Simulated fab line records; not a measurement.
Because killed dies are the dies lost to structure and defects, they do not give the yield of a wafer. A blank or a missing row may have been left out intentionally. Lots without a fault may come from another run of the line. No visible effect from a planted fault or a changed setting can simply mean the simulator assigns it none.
fab line records    flow sky130
record: lots: 6  wafers: 18  lastDay: 50
route steps=708 shown VT_ADJUST_LVTN@117 VT_ADJUST_NCORE@119 VT_ADJUST_HVTR@131
lots untouched by any fault: they come from a run of this same line in which no faults occurred
startH: hours from the record's first day to the start of the lot's first wafer shown    waitH: time in hours since the lot's previous step    " unchanged from the row above    L1.1+2: a row that stands for several wafers    - either no value or no given start    * or withheld: withheld    < > ~ a bound
route shown NAME@n: NAME is a module with steps in the file, n the number in the route of the first one    usual: mean/standard deviation of fault-free wafers    same: alike in all rows    chamber/n: place in a boat    sites: per-site readings    _std_site: how widely they spread, as a standard deviation    _edge_site: outer sites' mean less inner sites'    radiusMm: for every site, how far away it sits from the centre of the wafer    mask NAME#n: copy n    behind: the tool/chamber that last shaped the wafer    hold: reason for holding the lot/hours on hold/outcome of the hold    device: which transistor (n, p or np) failed to switch    end of line: the route-end tests of the same wafers    for a step that has no rows: nothing shown but its recipe    killed: count of dies lost to structure and defects at first sort (not the wafer's yield)    map: a wafer's dies, marking killed ones x, the rest . and places with no die _
set.NAME: the run value of the setting; set.NAME@STEP: its run value at that earlier step    model.NAME: the simulator's own value behind a step, which no gauge read
lots seen at some steps along the route; tables by step, rows by wafer
services: a tool's chamber out of use, with start hour (startH, from the record's first day; less than 0 if before it), hours out, and reason
== steps ==
step: SKY_VT_ADJUST_LVTN_STRIP_20
recipe: chemistry: O2/N2  powerW: 1400  pressureMtorr: 1500  platenTempC: withheld  o2FlowSccm: 3000  n2FlowSccm: 300  overashFraction: 0.5
usual: chamberPressureMTorr: 1499.8/1.3  drypumpMotorCurrentA: 5.8/0.59  n2FlowSccm: 300.0/0.86  oesProductAu: 0.716/0.0046  stripTimeToEndpointS: 14.17/0.044
lot.wafer  tool            chamber  startH  waitH  chamberPressureMTorr  drypumpMotorCurrentA  n2FlowSccm  oesProductAu  rfHoursCounterH  stripTimeToEndpointS
L816.1     plasmaAsher-02  0        239.47  0.1    1499.2                5.3                   299.1       0.715         44               14.17
L816.2     "               1        "       "      1499.3                6.6                   299.4       0.709         44               14.17
L816.5     "               0        "       "      1501.9                5.3                   300.3       0.711         -                14.16
L817.1     plasmaAsher-03  0        244.07  0.1    1499.0                5.0                   299.4       0.723         12               14.19
L817.3     "               0        "       "      1499.2                5.0                   299.3       0.725         -                14.20
L817.4     "               1        "       "      1499.5                6.0                   299.4       0.722         -                14.14
L819.2     plasmaAsher-03  0        267.50  0.1    1501.3                5.0                   300.1       0.714         15               14.19
L819.4     "               1        "       "      1500.0                6.0                   300.8       0.720         -                14.22
L819.5     "               0        "       "      1499.9                5.0                   300.2       0.712         -                14.24
L821.2     plasmaAsher-02  1        274.17  0.1    1499.2                6.7                   300.2       0.716         47               14.11
L821.3     "               0        "       "      1500.6                5.3                   300.0       0.719         -                14.13
L821.5     "               1        "       "      1498.9                6.6                   300.1       0.712         -                14.12
L825.1     plasmaAsher-01  1        302.42  0.1    1500.3                6.5                   300.9       0.721         58               14.13
L825.5     "               0        "       "      1500.9                5.6                   300.5       0.721         -                14.16
L825.6     "               1        "       "      1499.6                6.5                   301.0       0.716         -                14.15
L828.1     plasmaAsher-01  0        321.32  0.1    1499.0                5.6                   300.5       0.723         60               14.19
L828.2     "               1        "       "      1499.7                6.4                   301.0       0.713         60               14.20
L828.6     "               1        "       "      1499.0                6.4                   300.6       0.723         -                14.17
step: SKY_VT_ADJUST_LVTN_TW_MEAS_21
usual: VT_ADJUST_LVTN_2_TW: 188.1/0.9
lot.wafer  tool          chamber  startH  waitH  VT_ADJUST_LVTN_2_TW
L816.1     filmMetro-01  -        239.57  0.1    187.5
L816.2     "             -        "       "      188.5
L816.5     "             -        "       "      188.9
L817.1     filmMetro-03  -        244.17  0.1    187.4
L817.3     "             -        "       "      187.3
L817.4     "             -        "       "      187.9
L819.2     filmMetro-01  -        267.61  0.1    188.5
L819.4     "             -        "       "      187.8
L819.5     "             -        "       "      187.8
L821.2     filmMetro-01  -        274.28  0.1    188.8
L821.3     "             -        "       "      188.3
L821.5     "             -        "       "      188.9
L825.1     filmMetro-01  -        302.52  0.1    187.9
L825.5     "             -        "       "      188.2
L825.6     "             -        "       "      188.1
L828.1     filmMetro-03  -        321.42  0.1    186.8
L828.2     "             -        "       "      187.5
L828.6     "             -        "       "      186.5
step: SKY_VT_ADJUST_NCORE_DEHYDRATE_00
recipe: tempC: 200  timeS: 60
step: SKY_VT_ADJUST_NCORE_HMDS_01
recipe: primeTimeS: 60  primeTempC: 120
step: SKY_VT_ADJUST_NCORE_COAT_02
recipe: resist: NOVOLAK  spinRpm: 3000  resistThkNm: 1140
step: SKY_VT_ADJUST_NCORE_SOFTBAKE_03
recipe: tempC: 90  timeS: 60  resist: NOVOLAK
step: SKY_VT_ADJUST_NCORE_EXPOSE_04
recipe: maskId: LVTN_COMPLEMENT_THIN  na: 0.6  sourceShape: conventional  sigmaOuter: 0.6  polarization: unpolarized  targetCdNm: 380  doseMj: 139
step: SKY_VT_ADJUST_NCORE_PEB_05
recipe: tempC: withheld  timeS: *  resist: NOVOLAK
step: SKY_VT_ADJUST_NCORE_DEVELOP_06
recipe: resist: NOVOLAK  developer: TMAH  developTimeS: 60  devTempC: 23
step: SKY_VT_ADJUST_NCORE_CD_MEAS_07
recipe: targetCdNm: 380
usual: cdNm: 379.2/2.1
lot.wafer  tool      chamber  startH  waitH  cdNm
L816.1     cdSem-02  -        263.07  0.1    380.0
L816.2     "         -        "       "      381.5
L816.5     "         -        "       "      379.9
L817.1     cdSem-02  -        267.24  0.1    376.7
L817.3     "         -        "       "      380.6
L817.4     "         -        "       "      378.0
L819.2     cdSem-01  -        292.41  0.1    377.3
L819.4     "         -        "       "      375.6
L819.5     "         -        "       "      376.4
L821.2     cdSem-01  -        299.39  0.1    379.8
L821.3     "         -        "       "      380.4
L821.5     "         -        "       "      382.3
L825.1     cdSem-01  -        328.10  0.1    379.8
L825.5     "         -        "       "      381.6
L825.6     "         -        "       "      379.7
L828.1     cdSem-01  -        348.47  0.1    379.9
L828.2     "         -        "       "      377.3
L828.6     "         -        "       "      382.4
step: SKY_VT_ADJUST_NCORE_OVL_MEAS_08
usual: VT_ADJUST_NCORE_OVL: -0.3/1.4
lot.wafer  tool        chamber  startH  waitH  VT_ADJUST_NCORE_OVL[nm]
L816.1     overlay-02  -        263.19  0.1    -2.0
L816.2     "           -        "       "      -2.1
L816.5     "           -        "       "      -0.7
L817.1     overlay-02  -        267.36  0.1    -0.7
L817.3     "           -        "       "      -1.0
L817.4     "           -        "       "      -1.6
L819.2     overlay-02  -        292.52  0.1    1.6
L819.4     "           -        "       "      0.4
L819.5     "           -        "       "      -0.7
L821.2     overlay-01  -        299.49  0.1    0.8
L821.3     "           -        "       "      0.7
L821.5     "           -        "       "      2.1
L825.1     overlay-02  -        328.22  0.1    -0.8
L825.5     "           -        "       "      -2.6
L825.6     "           -        "       "      -2.2
L828.1     overlay-02  -        348.59  0.1    -0.6
L828.2     "           -        "       "      -2.2
L828.6     "           -        "       "      -1.3
step: SKY_VT_ADJUST_NCORE_IMPLANT_09
recipe: species: B  energyKev: 10  doseCm2: 2.4e+12  tiltDeg: withheld
step: SKY_VT_ADJUST_NCORE_STRIP_10
recipe: chemistry: O2/N2  powerW: 1400  pressureMtorr: 1500  platenTempC: withheld  o2FlowSccm: 3000  n2FlowSccm: 300  overashFraction: 0.5
usual: chamberPressureMTorr: 1499.9/1.3  drypumpMotorCurrentA: 5.9/0.5  n2FlowSccm: 299.9/0.85  oesProductAu: 0.715/0.0044  stripTimeToEndpointS: 14.16/0.054
lot.wafer  tool            chamber  startH  waitH  chamberPressureMTorr  drypumpMotorCurrentA  n2FlowSccm  oesProductAu  rfHoursCounterH  stripTimeToEndpointS  model.NOVOLAK_of_VT_ADJUST_NCORE_COAT_02.thkNm
L816.1     plasmaAsher-01  1        263.37  0.1    -                     -                     -           -             -                -                     1137
L816.2     "               0        "       "      -                     -                     -           -             -                -                     1139
L816.5     "               0        "       "      -                     -                     -           -             -                -                     1139
L817.1     plasmaAsher-01  1        267.55  0.1    -                     -                     -           -             -                -                     1139
L817.3     "               0        "       "      -                     -                     -           -             -                -                     1137
L817.4     "               1        "       "      -                     -                     -           -             -                -                     1139
L819.2     plasmaAsher-03  1        292.70  0.1    1497.6                6.0                   298.9       0.708         17               14.14                 0
L819.4     "               1        "       "      1498.7                6.0                   299.0       0.714         -                14.10                 0
L819.5     "               0        "       "      1500.3                5.0                   300.0       0.716         -                14.21                 0
L821.2     plasmaAsher-03  1        299.67  0.1    1498.4                6.0                   301.1       0.722         18               14.10                 0
L821.3     "               1        "       "      1499.1                6.0                   301.1       0.715         -                14.11                 0
L821.5     "               1        "       "      1501.8                6.0                   301.7       0.717         -                14.10                 0
L825.1     plasmaAsher-01  1        328.40  0.1    1498.8                6.4                   299.9       0.711         60               14.20                 0
L825.5     "               0        "       "      1499.7                5.6                   299.8       0.709         -                14.17                 0
L825.6     "               1        "       "      1499.9                6.4                   300.1       0.712         -                14.20                 0
L828.1     plasmaAsher-01  0        348.77  0.1    1498.5                5.6                   300.8       0.719         63               14.18                 0
L828.2     "               1        "       "      1499.7                6.5                   300.4       0.719         63               14.18                 0
L828.6     "               1        "       "      1500.5                6.5                   300.2       0.712         -                14.16                 0
step: SKY_VT_ADJUST_NCORE_TW_MEAS_11
usual: VT_ADJUST_NCORE_TW: 217.7/2.3
lot.wafer  tool          chamber  startH  waitH  VT_ADJUST_NCORE_TW
L816.1     filmMetro-04  -        263.47  0.1    221.5
L816.2     "             -        "       "      218.6
L816.5     "             -        "       "      220.4
L817.1     filmMetro-04  -        267.65  0.1    221.5
L817.3     "             -        "       "      221.2
L817.4     "             -        "       "      220.4
L819.2     filmMetro-02  -        292.81  0.1    216.0
L819.4     "             -        "       "      215.6
L819.5     "             -        "       "      215.8
L821.2     filmMetro-03  -        299.78  0.1    217.6
L821.3     "             -        "       "      218.0
L821.5     "             -        "       "      218.1
L825.1     filmMetro-02  -        328.50  0.1    215.5
L825.5     "             -        "       "      214.2
L825.6     "             -        "       "      213.3
L828.1     filmMetro-03  -        348.87  0.1    217.3
L828.2     "             -        "       "      217.0
L828.6     "             -        "       "      218.0
step: SKY_VT_ADJUST_HVTR_DEHYDRATE_00
recipe: tempC: 200  timeS: 60
step: SKY_VT_ADJUST_HVTR_HMDS_01
recipe: primeTimeS: 60  primeTempC: 120
step: SKY_VT_ADJUST_HVTR_COAT_02
recipe: resist: NOVOLAK  spinRpm: 3000  resistThkNm: 1140
step: SKY_VT_ADJUST_HVTR_SOFTBAKE_03
recipe: tempC: 90  timeS: 60  resist: NOVOLAK
step: SKY_VT_ADJUST_HVTR_EXPOSE_04
recipe: maskId: HVTRM  targetCdNm: 380  na: 0.6  sourceShape: conventional  sigmaOuter: 0.6  doseMj: 150
step: SKY_VT_ADJUST_HVTR_PEB_05
recipe: tempC: withheld  timeS: *  resist: NOVOLAK
step: SKY_VT_ADJUST_HVTR_DEVELOP_06
recipe: developTimeS: 60  devTempC: 23
step: SKY_VT_ADJUST_HVTR_CD_MEAS_07
recipe: targetCdNm: 380
usual: cdNm: 379.8/2
lot.wafer  tool      chamber  startH  waitH  cdNm
L816.1     cdSem-02  -        287.65  0.1    378.3
L816.2     "         -        "       "      378.4
L816.5     "         -        "       "      379.7
L817.1     cdSem-02  -        292.94  0.1    381.5
L817.3     "         -        "       "      380.0
L817.4     "         -        "       "      381.6
L819.2     cdSem-02  -        318.66  0.1    378.8
L819.4     "         -        "       "      377.8
L819.5     "         -        "       "      378.1
L821.2     cdSem-01  -        324.66  0.1    382.2
L821.3     "         -        "       "      382.4
L821.5     "         -        "       "      381.4
L825.1     cdSem-01  -        355.85  0.1    380.2
L825.5     "         -        "       "      379.9
L825.6     "         -        "       "      377.2
L828.1     cdSem-02  -        377.39  0.1    379.9
L828.2     "         -        "       "      375.4
L828.6     "         -        "       "      378.8
step: SKY_VT_ADJUST_HVTR_OVL_MEAS_08
usual: VT_ADJUST_HVTR_OVL: 1.0/1.5
lot.wafer  tool        chamber  startH  waitH  VT_ADJUST_HVTR_OVL[nm]
L816.1     overlay-01  -        287.77  0.1    4.1
L816.2     "           -        "       "      4.9
L816.5     "           -        "       "      3.0
L817.1     overlay-02  -        293.06  0.1    -0.7
L817.3     "           -        "       "      -0.1
L817.4     "           -        "       "      -1.8
L819.2     overlay-02  -        318.76  0.1    0.6
L819.4     "           -        "       "      1.8
L819.5     "           -        "       "      0.1
L821.2     overlay-01  -        324.76  0.1    2.4
L821.3     "           -        "       "      1.0
L821.5     "           -        "       "      1.6
L825.1     overlay-02  -        355.97  0.1    2.3
L825.5     "           -        "       "      0.3
L825.6     "           -        "       "      1.6
L828.1     overlay-01  -        377.51  0.1    2.9
L828.2     "           -        "       "      1.0
L828.6     "           -        "       "      1.7
step: SKY_VT_ADJUST_HVTR_IMPLANT_09
recipe: species: B  energyKev: 10  doseCm2: 2.1e+12  tiltDeg: withheld
step: SKY_VT_ADJUST_HVTR_STRIP_10
recipe: chemistry: O2/N2  powerW: 1400  pressureMtorr: 1500  platenTempC: withheld  o2FlowSccm: 3000  n2FlowSccm: 300  overashFraction: 0.5
usual: chamberPressureMTorr: 1499.9/1.4  drypumpMotorCurrentA: 5.9/0.54  n2FlowSccm: 299.9/0.87  oesProductAu: 0.716/0.0047  stripTimeToEndpointS: 14.18/0.043
lot.wafer  tool            chamber  startH  waitH  chamberPressureMTorr  drypumpMotorCurrentA  n2FlowSccm  oesProductAu  rfHoursCounterH  stripTimeToEndpointS
L816.1     plasmaAsher-02  1        287.95  0.1    1501.0                6.7                   300.8       0.723         49               31.12
L816.2     "               0        "       "      1501.2                5.3                   299.0       0.722         49               31.19
L816.5     "               0        "       "      1499.5                5.3                   298.8       0.721         -                31.17
L817.1     plasmaAsher-01  1        293.24  0.1    1497.8                6.5                   299.6       0.719         57               31.25
L817.3     "               0        "       "      1498.4                5.6                   300.1       0.722         -                31.21
L817.4     "               1        "       "      1501.7                6.4                   299.9       0.716         -                31.23
L819.2     plasmaAsher-02  0        318.94  0.1    1500.3                5.3                   300.0       0.718         52               14.19
L819.4     "               0        "       "      1500.6                5.3                   299.0       0.707         -                14.18
L819.5     "               0        "       "      1499.6                5.3                   298.9       0.718         -                14.16
L821.2     plasmaAsher-04  0        324.94  0.1    1499.3                5.3                   299.8       0.719         65               14.12
L821.3     "               0        "       "      1498.1                5.3                   299.9       0.726         -                14.15
L821.5     "               0        "       "      1500.5                5.3                   298.2       0.714         -                14.20
L825.1     plasmaAsher-02  1        356.15  0.1    1499.0                6.6                   299.3       0.720         56               14.16
L825.5     "               0        "       "      1501.3                5.3                   299.3       0.713         -                14.16
L825.6     "               1        "       "      1498.4                6.6                   300.1       0.712         -                14.10
L828.1     plasmaAsher-04  0        377.69  0.1    1497.9                5.3                   299.4       0.714         70               14.10
L828.2     "               1        "       "      1498.6                6.3                   300.2       0.726         70               14.18
L828.6     "               1        "       "      1501.1                6.2                   299.7       0.718         -                14.14
step: SKY_VT_ADJUST_HVTR_TW_MEAS_11
usual: VT_ADJUST_HVTR_TW: 209.8/1.9
lot.wafer  tool          chamber  startH  waitH  hold                     VT_ADJUST_HVTR_TW
L816.1     filmMetro-01  -        288.05  0.1    awaitDispo/0.2h/release  29.9
L816.2     "             -        "       "      awaitDispo/0.2h/release  30.0
L816.5     "             -        "       "      awaitDispo/0.2h/release  30.0
L816.1     filmMetro-01  -        288.28  0.2    -                        30.0
L816.2     "             -        "       "      -                        30.1
L816.5     "             -        "       "      -                        29.8
L817.1     filmMetro-01  -        293.34  0.1    awaitDispo/0.2h/release  29.9
L817.3     "             -        "       "      awaitDispo/0.2h/release  30.0
L817.4     "             -        "       "      awaitDispo/0.2h/release  29.9
L817.1     filmMetro-01  -        293.57  0.2    -                        30.0
L817.3     "             -        "       "      -                        29.9
L817.4     "             -        "       "      -                        30.0
L819.2     filmMetro-02  -        319.05  0.1    -                        207.6
L819.4     "             -        "       "      -                        206.7
L819.5     "             -        "       "      -                        205.7
L821.2     filmMetro-01  -        325.05  0.1    -                        211.2
L821.3     "             -        "       "      -                        212.5
L821.5     "             -        "       "      -                        212.7
L825.1     filmMetro-03  -        356.25  0.1    -                        211.4
L825.5     "             -        "       "      -                        210.2
L825.6     "             -        "       "      -                        209.0
L828.1     filmMetro-03  -        377.79  0.1    -                        209.8
L828.2     "             -        "       "      -                        209.4
L828.6     "             -        "       "      -                        210.1
== services ==
tool            chamber  startH  hours  kind
plasmaAsher-03  -        234.28  2.2    repair
plasmaAsher-04  -        280.07  2.8    pm
plasmaAsher-04  -        307.58  1.6    repair
plasmaAsher-03  -        327.96  13.8   repair
plasmaAsher-04  -        365.85  0.3    repair
== key ==
firstSign: step: SKY_VT_ADJUST_NCORE_STRIP_10  reading: toolRecord  direction: missing
effect: step: SKY_VT_ADJUST_HVTR_STRIP_10  reading: stripTimeToEndpointS  direction: up  sigmas: 99+  usual: *  struck: *
effect: step: SKY_VT_ADJUST_HVTR_TW_MEAS_11  reading: visit  direction: added
effect: step: SKY_VT_ADJUST_HVTR_TW_MEAS_11  reading: VT_ADJUST_HVTR_TW  direction: down  sigmas: 95  usual: 209.8  struck: 30.0
modelEffect: step: SKY_VT_ADJUST_NCORE_STRIP_10  value: NOVOLAK_of_VT_ADJUST_NCORE_COAT_02.thkNm  without: 0  struck: 1138
metAt SKY_VT_ADJUST_NCORE_STRIP_10
struckWafers L816.1,L816.2,L816.5,L817.1,L817.3,L817.4
scrappedBehind SKY_VT_ADJUST_HVTR_TW_MEAS_11 L816.1,L816.2,L816.5,L817.1,L817.3,L817.4
fault: kind: skippedStepWhole  tool: plasmaAsher-01  chamber: -  onsetH: 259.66  steps: SKY_VT_ADJUST_NCORE_STRIP_10  scope: struckLotsOnly
